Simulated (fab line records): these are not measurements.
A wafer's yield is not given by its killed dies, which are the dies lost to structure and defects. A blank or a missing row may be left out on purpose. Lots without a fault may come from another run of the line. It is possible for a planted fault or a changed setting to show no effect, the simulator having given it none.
Comparing a struck lot with a sound one + flow sky130 + 38 out of 708 route steps
Sound: these wafers, L493.3, L493.5, L493.6. Struck: wafers L483.2, L483.5, L483.6. The cause is given at the end.
At each step with rows: each side's tool, then ch and its chambers, then its first start. Under that, the readings that differ: sound wafers + struck wafers + difference of the means + sigmas: that difference in standard deviations of wafers without a fault.
alike: readings with means less than 2 such deviations apart, plus words and numbers identical on both sides. not compared: withheld readings, readings lacking a value on some wafer, bounds such as >300 that could conceal the same value, and numbers that have no deviation in the record and whose values overlap.
The two part at a step that has a row with sigmas, a row that says differs or no value, or rows on one side only. When numbers do not overlap yet have no deviation, they are printed without sigmas and do not part them. A reading missing from all wafers of one side parts the sides only when that side holds two or more wafers.

first, 10 steps without rows for these wafers: SKY_RES_PROTECT_DEHYDRATE_00 (time 60 s); SKY_RES_PROTECT_HMDS_01 (prime time 60 s); SKY_RES_PROTECT_COAT_02 (resist thk 1140 nm); SKY_RES_PROTECT_SOFTBAKE_03 (time 60 s); SKY_RES_PROTECT_EXPOSE_04 (exposes mask RPM, target cd 1270 nm); SKY_RES_PROTECT_PEB_05; SKY_RES_PROTECT_DEVELOP_06 (develop time 60 s); SKY_POLY_GATE_IMPLANT_02; SKY_RES_PROTECT_STRIP_07 (strips in O2/N2); SKY_RES_PROTECT_CLEAN_09 (cleans in SC1/SC2, time 150 s).
SKY_POLY_GATE_CVD_03: deposits Si3N4 from DCS/NH3, target thk 75 nm, time 1290 s.
  sound on lpcvd-02 ch 0, day 23 08:35; struck on lpcvd-02 ch 1, day 18 21:47
| reading                                     | sound             | struck            | difference | sigmas |
|---------------------------------------------|-------------------|-------------------|------------|--------|
| model.Si3N4_of_POLY_GATE_CVD_03.thk_nm (nm) | 74.66 73.94 74.95 | 114.8 115.2 115.6 | +40.7      |        |
SKY_POLY_GATE_THK_MEAS_04:
  struck on film_metro-04, day 18 23:10; sound on film_metro-03, day 23 10:39
| reading                   | sound          | struck            | difference | sigmas |
|---------------------------|----------------|-------------------|------------|--------|
| POLY_GATE_CVD_03_THK (nm) | 74.7 74.0 75.0 | 114.9 115.2 115.5 | +40.6      | +58    |
then, 9 steps without rows for these wafers: SKY_POLY_GATE_DEHYDRATE_05 (time 60 s); SKY_POLY_GATE_HMDS_06 (prime time 60 s); SKY_POLY_GATE_COAT_07 (resist thk 110 nm); SKY_POLY_GATE_COAT_08 (resist thk 450 nm); SKY_POLY_GATE_SOFTBAKE_09 (time 90 s); SKY_POLY_GATE_EXPOSE_10 (exposes mask P1M, target cd 150 nm); SKY_POLY_GATE_PEB_11; SKY_POLY_GATE_DEVELOP_12 (develop time 60 s); SKY_POLY_GATE_ETCH_15 (etches BARC in N2/H2, stops on SiO2, time 118.5 s, target depth 110 nm).
SKY_POLY_GATE_ETCH_16: etches Si3N4 in CH3F/O2, stops on poly-Si, time 147.5 s, target depth 75 nm.
  sound on rie_diel-04 ch 1,2, day 24 17:10; struck on rie_diel-03 ch 0,2,3, day 20 06:04
| reading                  | sound             | struck            | difference | sigmas |
|--------------------------|-------------------|-------------------|------------|--------|
| oes_product_au (a.u.)    | 0.637 0.642 0.636 | 0.787 0.783 0.783 | +0.146     | +29    |
| model.etch.depth_nm (nm) | 74.66 73.94 74.95 | 114.8 115.2 115.6 | +40.7      |        |
  alike: drypump_motor_current_A, throttle_valve_pct
  not compared: rf_hours_counter_h
then, 13 steps without rows for these wafers: SKY_POLY_GATE_ETCH_17 (etches poly-Si in HBr/Cl2, stops on SiO2, target depth 180 nm, time 70.5 s); SKY_POLY_GATE_STRIP_18 (strips in O2/N2); SKY_POLY_GATE_CLEAN_19 (cleans in SC1/SC2, time 150 s); SKY_POLY_GATE_OXIDATION_20 (stabilise 600 s, purge 300 s, target thk 4 nm); SKY_LDD_N_DEHYDRATE_00 (time 60 s); SKY_LDD_N_HMDS_01 (prime time 60 s); SKY_LDD_N_COAT_02 (resist thk 300 nm); SKY_LDD_N_SOFTBAKE_03 (time 60 s); SKY_LDD_N_EXPOSE_04 (exposes mask NTM, target cd 840 nm); SKY_LDD_N_PEB_05; SKY_LDD_N_DEVELOP_06 (develop time 60 s); SKY_LDD_N_IMPLANT_08; SKY_LDD_N_IMPLANT_09.
-- record jumps: 6 days separate the struck wafers' starts on either side; left off in module LDD_N, taken up again in module LDD_LDN, whose first shown step is the route's number 303 --
SKY_LDD_LDN_CLEAN_14: cleans in SC1/SC2, time 150 s.
  sound on wet_bench-02 ch 2, day 30 21:11; struck on wet_bench-01 ch 0, day 26 13:53
| reading                                     | sound            | struck            | difference | sigmas |
|---------------------------------------------|------------------|-------------------|------------|--------|
| model.Si3N4_of_POLY_GATE_CVD_03.thk_nm (nm) | 74.52 73.8 74.81 | 114.7 115.1 115.4 | +40.7      |        |
SKY_POLY_CUT_ETCH_11: etches Si3N4 in CF4/CH2F2/Ar, stops on poly-Si, time 42.5 s, target depth 60 nm.
  sound on rie_diel-01 ch 0,1, day 32 02:20; struck on rie_diel-02 ch 1,2,3, day 27 20:31
| reading                              | sound                | struck               | difference | sigmas |
|--------------------------------------|----------------------|----------------------|------------|--------|
| oes_product_au (a.u.)                | 0.825 0.818 0.826    | 0.991 1.016 0.992    | +0.177     | +28    |
| throttle_valve_pct (%)               | 14.980 14.995 14.989 | 15.010 15.017 15.004 | +0.022     | +3     |
| model.etch.depth_nm (nm)             | 61.63 61.08 61.81    | 84.02 85.77 84.15    | +23.14     |        |
| model.POLY_CUT.feature_depth_nm (nm) | 61.63 61.08 61.81    | 84.02 85.77 84.15    | +23.14     |        |
  alike: ch2f2_flow_sccm, drypump_motor_current_A
  not compared: rf_hours_counter_h
-- record jumps: 20 days separate the struck wafers' starts on either side; left off in module POLY_CUT, taken up again in module PAD_OPEN, whose first shown step is the route's number 708 --
SKY_PAD_OPEN_PROBE_99:
  rows exist in the record for the struck wafers here (prober-02, day 48 03:06), but not for the sound ones

== WHERE THEY PART ==
At SKY_POLY_GATE_THK_MEAS_04 first; at SKY_PAD_OPEN_PROBE_99 last (within this record only).

WHY: what had been put in by the simulator
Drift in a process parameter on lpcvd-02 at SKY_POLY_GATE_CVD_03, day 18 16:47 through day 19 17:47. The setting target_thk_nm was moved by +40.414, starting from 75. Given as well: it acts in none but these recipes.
